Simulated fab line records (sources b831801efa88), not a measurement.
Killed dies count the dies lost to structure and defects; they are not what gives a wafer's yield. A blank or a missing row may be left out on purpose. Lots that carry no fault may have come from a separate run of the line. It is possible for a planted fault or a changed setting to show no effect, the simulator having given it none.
What tool caused it? | flow sky130 | Sampling: 24 lots, 72 wafers, 6 of 708 route steps

== WHAT EACH GAUGE READ, for each wafer ==
SKY_METAL3_CD_MEAS_13: the cd target is 300 nm. Usual: 300.1 nm for cd-nm, sd 1.4.
lot  | measured     | on        | cd-nm (nm)        | flag
L075 | day 38 16:44 | cd-sem-01 | 299.0 299.6 298.5 |
L074 | day 38 19:15 | cd-sem-02 | 299.1 300.2 301.5 |
L076 | day 39 05:14 | cd-sem-01 | 299.9 299.4 298.8 |
L077 | day 39 12:38 | cd-sem-02 | 300.8 301.2 297.9 |
L078 | day 40 16:19 | cd-sem-02 | 301.9 302.8 302.5 |
L079 | day 40 17:38 | cd-sem-01 | 299.6 299.6 300.7 |
L081 | day 40 17:54 | cd-sem-02 | 300.6 300.2 299.9 |
L080 | day 40 18:42 | cd-sem-01 | 300.0 299.4 299.1 |
L082 | day 40 23:49 | cd-sem-01 | 300.3 302.3 300.5 |
L083 | day 41 08:02 | cd-sem-02 | 299.3 298.8 299.0 |
L084 | day 41 15:27 | cd-sem-01 | 300.1 299.6 300.1 |
L085 | day 41 22:15 | cd-sem-02 | 299.8 299.1 300.0 |
L086 | day 42 04:36 | cd-sem-02 | 299.1 298.8 299.5 |
L087 | day 42 16:29 | cd-sem-02 | 299.6 299.7 298.6 |
L088 | day 42 20:58 | cd-sem-01 | 299.8 298.7 299.3 |
L089 | day 43 00:52 | cd-sem-01 | 301.1 302.0 302.8 |
L090 | day 43 06:32 | cd-sem-01 | 297.8 297.4 298.1 |
L091 | day 43 07:27 | cd-sem-02 | 300.1 301.6 300.8 |
L092 | day 43 12:17 | cd-sem-01 | 302.0 301.4 300.9 |
L094 | day 44 09:32 | cd-sem-02 | 300.5 300.4 300.8 |
L093 | day 44 10:29 | cd-sem-02 | 300.9 299.9 300.3 |
L095 | day 44 12:51 | cd-sem-02 | 301.7 299.3 300.9 |
L096 | day 44 20:19 | cd-sem-02 | 298.1 297.4 297.3 |
L097 | day 45 00:00 | cd-sem-02 | 302.4 301.2 300.6 |

SKY_METAL3_OVL_MEAS_14. Usual: METAL3_OVL typically reads 1 nm, with standard deviation 6.5.
lot  | measured     | on         | METAL3_OVL (nm) | flag
L075 | day 38 16:50 | overlay-02 | -3 0 -7         |
L074 | day 38 19:22 | overlay-02 | 3 1 0           |
L076 | day 39 05:22 | overlay-02 | -13 -17 -12     |
L077 | day 39 12:46 | overlay-02 | 4 1 3           |
L078 | day 40 16:25 | overlay-01 | 5 4 -2          |
L079 | day 40 17:43 | overlay-01 | 6 1 -5          |
L081 | day 40 17:59 | overlay-01 | -7 2 1          |
L080 | day 40 18:49 | overlay-01 | 1 -3 5          |
L082 | day 40 23:56 | overlay-01 | 7 6 7           |
L083 | day 41 08:08 | overlay-01 | -9 -8 -3        |
L084 | day 41 15:34 | overlay-01 | 10 5 10         |
L085 | day 41 22:22 | overlay-01 | -3 -2 0         |
L086 | day 42 04:43 | overlay-01 | 10 0 8          |
L087 | day 42 16:37 | overlay-02 | -4 -10 -7       |
L088 | day 42 21:04 | overlay-01 | 4 2 9           |
L089 | day 43 00:59 | overlay-02 | -4 -5 -7        |
L090 | day 43 06:38 | overlay-01 | -1 1 7          |
L091 | day 43 07:34 | overlay-02 | 11 10 9         |
L092 | day 43 12:23 | overlay-02 | -2 -4 -3        |
L094 | day 44 09:40 | overlay-02 | 3 5 7           |
L093 | day 44 10:37 | overlay-01 | 11 7 7          |
L095 | day 44 12:56 | overlay-01 | -1 -4 -5        |
L096 | day 44 20:26 | overlay-01 | -3 -9 -1        |
L097 | day 45 00:07 | overlay-02 | 2 12 10         |

SKY_VIA3_THK_MEAS_01. Usual: VIA3_HDPCVD_THK typically reads 1641 nm, with standard deviation 15.
lot  | measured     | on            | VIA3_HDPCVD_THK (nm) | flag
L075 | day 38 18:04 | film-metro-03 | 1654 1613 1634       |
L074 | day 38 20:29 | film-metro-03 | 1659 1666 1657       |
L076 | day 39 06:29 | film-metro-03 | 1647 1650 1661       |
L077 | day 39 13:53 | film-metro-03 | 1634 1632 1618       |
L078 | day 40 17:33 | film-metro-03 | 1633 1645 1632       |
L079 | day 40 18:52 | film-metro-02 | 1655 1631 1643       |
L081 | day 40 19:12 | film-metro-01 | 1649 1638 1640       |
L080 | day 40 19:58 | film-metro-01 | 1628 1643 1646       |
L082 | day 41 01:04 | film-metro-01 | 1631 1636 1643       |
L083 | day 41 09:16 | film-metro-03 | 1607 1605 1614       |
L084 | day 41 16:47 | film-metro-02 | 1625 1621 1600       |
L085 | day 41 23:35 | film-metro-03 | 1640 1634 1645       |
L086 | day 42 05:50 | film-metro-02 | 1650 1664 1632       |
L087 | day 42 17:44 | film-metro-03 | 1635 1628 1615       |
L088 | day 42 22:35 | film-metro-03 | 1661 1656 1640       |
L089 | day 43 02:23 | film-metro-03 | 1625 1647 1638       |
L090 | day 43 08:14 | film-metro-01 | 1648 1656 1646       |
L091 | day 43 09:10 | film-metro-02 | 1637 1652 1629       |
L092 | day 43 13:44 | film-metro-03 | 1618 1625 1641       |
L094 | day 44 10:47 | film-metro-02 | 1638 1632 1632       |
L093 | day 44 11:44 | film-metro-01 | 1632 1650 1631       |
L095 | day 44 14:07 | film-metro-01 | 1627 1642 1634       |
L096 | day 44 21:47 | film-metro-01 | 1640 1650 1654       |
L097 | day 45 01:14 | film-metro-01 | 1651 1663 1643       |

== WHICH TOOL RAN EACH LOT (tool, then ch and the chambers of the sampled wafers, then the start) ==
lot  | SKY_METAL2_SPUTTER_00        | SKY_VIA2_STRIP_16                    | SKY_VIA2_CMP_24
L075 | pvd-sputter-01, day 34 05:01 | plasma-asher-01 ch 0, day 36 11:18   | cmp-01 ch 0,2, day 36 12:18
L074 | pvd-sputter-04, day 34 07:09 | plasma-asher-03 ch 0,1, day 36 13:47 | cmp-02 ch 0,1,3, day 36 14:48
L076 | pvd-sputter-01, day 34 19:25 | plasma-asher-02 ch 0,1, day 37 00:23 | cmp-01 ch 0,1,2, day 37 01:21
L077 | pvd-sputter-04, day 35 00:59 | plasma-asher-03 ch 0,1, day 37 07:17 | cmp-02 ch 0,1,3, day 37 08:21
L078 | pvd-sputter-01, day 36 06:40 | plasma-asher-01 ch 0,1, day 38 12:24 | cmp-02 ch 0,1,2, day 38 13:28
L079 | pvd-sputter-04, day 36 08:22 | plasma-asher-02 ch 0,1, day 38 14:18 | cmp-02 ch 0,1,3, day 38 15:17
L081 | pvd-sputter-01, day 36 08:56 | plasma-asher-01 ch 0,1, day 38 14:25 | cmp-01 ch 0,1, day 38 15:21
L080 | pvd-sputter-02, day 36 10:32 | plasma-asher-03 ch 0,1, day 38 15:36 | cmp-02 ch 0,1, day 38 16:37
L082 | pvd-sputter-01, day 36 15:42 | plasma-asher-03 ch 0,1, day 38 20:46 | cmp-02 ch 0,2,3, day 38 21:46
L083 | pvd-sputter-04, day 37 00:40 | plasma-asher-02 ch 0,1, day 39 05:16 | cmp-02 ch 0,1,2, day 39 06:45
L084 | pvd-sputter-01, day 37 08:31 | plasma-asher-03 ch 0,1, day 39 13:15 | cmp-02 ch 0,3, day 39 14:13
L085 | pvd-sputter-01, day 37 15:15 | plasma-asher-02 ch 0,1, day 39 19:47 | cmp-01 ch 0,1,3, day 39 20:51
L086 | pvd-sputter-01, day 37 22:56 | plasma-asher-03 ch 0,1, day 40 02:27 | cmp-02 ch 1,2, day 40 03:25
L087 | pvd-sputter-04, day 38 10:28 | plasma-asher-02 ch 0,1, day 40 14:12 | cmp-01 ch 0,1, day 40 15:18
L088 | pvd-sputter-01, day 38 14:56 | plasma-asher-01 ch 0,1, day 40 18:37 | cmp-01 ch 1,2, day 40 19:38
L089 | pvd-sputter-04, day 38 19:34 | plasma-asher-01 ch 0,1, day 40 22:31 | cmp-01 ch 2,3, day 40 23:29
L090 | pvd-sputter-01, day 39 04:02 | plasma-asher-02 ch 0,1, day 41 06:27 | cmp-01 ch 1,3, day 41 07:26
L091 | pvd-sputter-04, day 39 05:13 | plasma-asher-01 ch 0,1, day 41 07:18 | cmp-01 ch 0,1,2, day 41 08:19
L092 | pvd-sputter-04, day 39 09:16 | plasma-asher-01 ch 0,1, day 41 11:23 | cmp-02 ch 0,3, day 41 12:34
L094 | pvd-sputter-02, day 40 08:38 | plasma-asher-03 ch 0,1, day 42 10:30 | cmp-01 ch 0,2,3, day 42 11:41
L093 | pvd-sputter-02, day 40 09:32 | plasma-asher-02 ch 0,1, day 42 11:27 | cmp-01 ch 0,1,3, day 42 12:41
L095 | pvd-sputter-01, day 40 12:23 | plasma-asher-01 ch 0,1, day 42 13:55 | cmp-02 ch 0,1,2, day 42 15:04
L096 | pvd-sputter-02, day 40 17:37 | plasma-asher-01 ch 0,1, day 42 19:59 | cmp-01 ch 1,2,3, day 42 22:12
L097 | pvd-sputter-01, day 41 00:28 | plasma-asher-03 ch 0,1, day 43 01:41 | cmp-01 ch 0,3, day 43 02:41
- SKY_METAL2_SPUTTER_00: material Ti, target thk 15 nm, time 10 s.
- SKY_VIA2_STRIP_16: strips in O2/N2.
- SKY_VIA2_CMP_24: polishes, stops on SiO2, t overpolish 20 s, target thk 0 nm.

== WHAT THE TOOLS THEMSELVES READ (means of the sampled wafers that have a number; where no wafer has one, the mark that the record gives instead) ==
SKY_METAL2_SPUTTER_00. Usual: cathode-dc-power-W 3000.0 W, standard deviation 0.53; throttle-valve-pct 29.9 %, standard deviation 1.1.
lot  | tool           | cathode-dc-power-W (W) | throttle-valve-pct (%) | flag
L075 | pvd-sputter-01 | 3000.6                 | 29.5                   |
L074 | pvd-sputter-04 | 2999.7                 | 29.9                   |
L076 | pvd-sputter-01 | 3000.1                 | 30.1                   |
L077 | pvd-sputter-04 | 2999.7                 | 29.8                   |
L078 | pvd-sputter-01 | 3000.0                 | 29.3                   |
L079 | pvd-sputter-04 | 2999.8                 | 30.2                   |
L081 | pvd-sputter-01 | 3000.3                 | 29.7                   |
L080 | pvd-sputter-02 | 3000.0                 | 31.7                   |
L082 | pvd-sputter-01 | 2999.7                 | 30.3                   |
L083 | pvd-sputter-04 | 2999.9                 | 29.8                   |
L084 | pvd-sputter-01 | 2999.9                 | 30.3                   |
L085 | pvd-sputter-01 | 3000.3                 | 29.4                   |
L086 | pvd-sputter-01 | 3000.3                 | 30.2                   |
L087 | pvd-sputter-04 | 3000.1                 | 29.3                   |
L088 | pvd-sputter-01 | 2999.9                 | 29.6                   |
L089 | pvd-sputter-04 | 2999.6                 | 30.2                   |
L090 | pvd-sputter-01 | 3000.1                 | 29.2                   |
L091 | pvd-sputter-04 | 3000.0                 | 30.3                   |
L092 | pvd-sputter-04 | 2999.8                 | 30.5                   |
L094 | pvd-sputter-02 | 2999.9                 | 30.7                   |
L093 | pvd-sputter-02 | 3000.4                 | 31.5                   |
L095 | pvd-sputter-01 | 2999.6                 | 29.8                   |
L096 | pvd-sputter-02 | 2999.9                 | 30.6                   |
L097 | pvd-sputter-01 | 3000.1                 | 29.6                   |

SKY_VIA2_STRIP_16. Usual: drypump-motor-current-A 5.8 A, standard deviation 0.53; o2-flow-sccm 3000 sccm, standard deviation 8; oes-product-au 0.398 a.u., standard deviation 0.0051; strip-time-to-endpoint-s 4.041 s, standard deviation 0.023.
lot  | tool            | drypump-motor-current-A (A) | o2-flow-sccm (sccm) | oes-product-au (a.u.) | strip-time-to-endpoint-s (s) | flag
L075 | plasma-asher-01 | 6.5                         | 2997                | 0.397                 | 4.009                        |
L074 | plasma-asher-03 | 5.6                         | 3003                | 0.400                 | 4.048                        |
L076 | plasma-asher-02 | 5.4                         | 2995                | 0.395                 | 4.042                        |
L077 | plasma-asher-03 | 5.2                         | 2994                | 0.397                 | 4.025                        |
L078 | plasma-asher-01 | 6.4                         | 3001                | 0.396                 | 4.018                        |
L079 | plasma-asher-02 | 5.5                         | 2997                | 0.401                 | 4.033                        |
L081 | plasma-asher-01 | 6.2                         | 2995                | 0.400                 | 4.046                        |
L080 | plasma-asher-03 | 5.2                         | 3002                | 0.400                 | 4.046                        |
L082 | plasma-asher-03 | 5.6                         | 2999                | 0.400                 | 4.038                        |
L083 | plasma-asher-02 | 5.6                         | 3004                | 0.399                 | 4.061                        |
L084 | plasma-asher-03 | 5.2                         | 3004                | 0.398                 | 4.035                        |
L085 | plasma-asher-02 | 5.4                         | 3003                | 0.401                 | 4.003                        |
L086 | plasma-asher-03 | 5.2                         | 3005                | 0.402                 | 4.071                        |
L087 | plasma-asher-02 | 5.5                         | 3006                | 0.398                 | 4.059                        |
L088 | plasma-asher-01 | 6.4                         | 2994                | 0.399                 | 4.035                        |
L089 | plasma-asher-01 | 6.2                         | 3000                | 0.397                 | 4.057                        |
L090 | plasma-asher-02 | 5.4                         | 3001                | 0.401                 | 4.059                        |
L091 | plasma-asher-01 | 6.4                         | 3004                | 0.398                 | 4.046                        |
L092 | plasma-asher-01 | 6.4                         | 2998                | 0.398                 | 4.071                        |
L094 | plasma-asher-03 | 5.2                         | 2993                | 0.398                 | 4.059                        |
L093 | plasma-asher-02 | 5.4                         | 3002                | 0.398                 | 4.046                        |
L095 | plasma-asher-01 | 6.4                         | 2994                | 0.396                 | 4.035                        |
L096 | plasma-asher-01 | 6.3                         | 2993                | 0.399                 | 4.044                        |
L097 | plasma-asher-03 | 5.2                         | 3003                | 0.402                 | 4.010                        |

SKY_VIA2_CMP_24. Usual: motor-current-A 10.9 A, standard deviation 0.8; overpolish-run-s 20.001 s, standard deviation 0.0082; time-to-endpoint-s 102 s, standard deviation 3.
lot  | tool   | motor-current-A (A) | overpolish-run-s (s) | time-to-endpoint-s (s) | flag
L075 | cmp-01 | 10.7                | 19.995               | 97                     |
L074 | cmp-02 | 11.6                | 20.005               | 103                    |
L076 | cmp-01 | 11.1                | 20.005               | 100                    |
L077 | cmp-02 | 11.6                | 19.994               | 102                    |
L078 | cmp-02 | 11.4                | 20.003               | 105                    |
L079 | cmp-02 | 11.3                | 20.004               | 103                    |
L081 | cmp-01 | 10.7                | 19.997               | 98                     |
L080 | cmp-02 | 11.2                | 19.999               | 105                    |
L082 | cmp-02 | 10.7                | 20.003               | 107                    |
L083 | cmp-02 | 11.1                | 20.000               | 103                    |
L084 | cmp-02 | 11.0                | 19.997               | 105                    |
L085 | cmp-01 | 11.0                | 20.003               | 101                    |
L086 | cmp-02 | 11.5                | 19.989               | 101                    |
L087 | cmp-01 | 10.9                | 19.993               | 102                    |
L088 | cmp-01 | 10.3                | 19.999               | 98                     |
L089 | cmp-01 | 10.4                | 20.005               | 103                    |
L090 | cmp-01 | 10.4                | 20.004               | 99                     |
L091 | cmp-01 | 10.5                | 20.002               | 97                     |
L092 | cmp-02 | 10.8                | 20.003               | 103                    |
L094 | cmp-01 | 10.9                | 19.997               | 98                     |
L093 | cmp-01 | 10.9                | 20.005               | 99                     |
L095 | cmp-02 | 11.0                | 19.996               | 100                    |
L096 | cmp-01 | 10.3                | 20.005               | 105                    |
L097 | cmp-01 | 11.2                | 20.006               | 100                    |

== THE ANSWER, worked out from the rows above alone ==
Rule: lot off if the mean of its wafers having a number is beyond 3 standard deviations from the usual mean. A lot without any number at a reading at which 4 lots or more have one is off too. All remaining lots with rows at the step are treated as sound. Order of review: gauges by route order, followed by the tools' own readings, for which a lot's mean as printed above is used. At the first step where some lot is off, the reading lying furthest off is the one used; lots without a number count as furthest.
No lot is off on any of the readings shown, so nothing can be concluded from this.

== WHAT THE SIMULATOR HAD PUT IN ==
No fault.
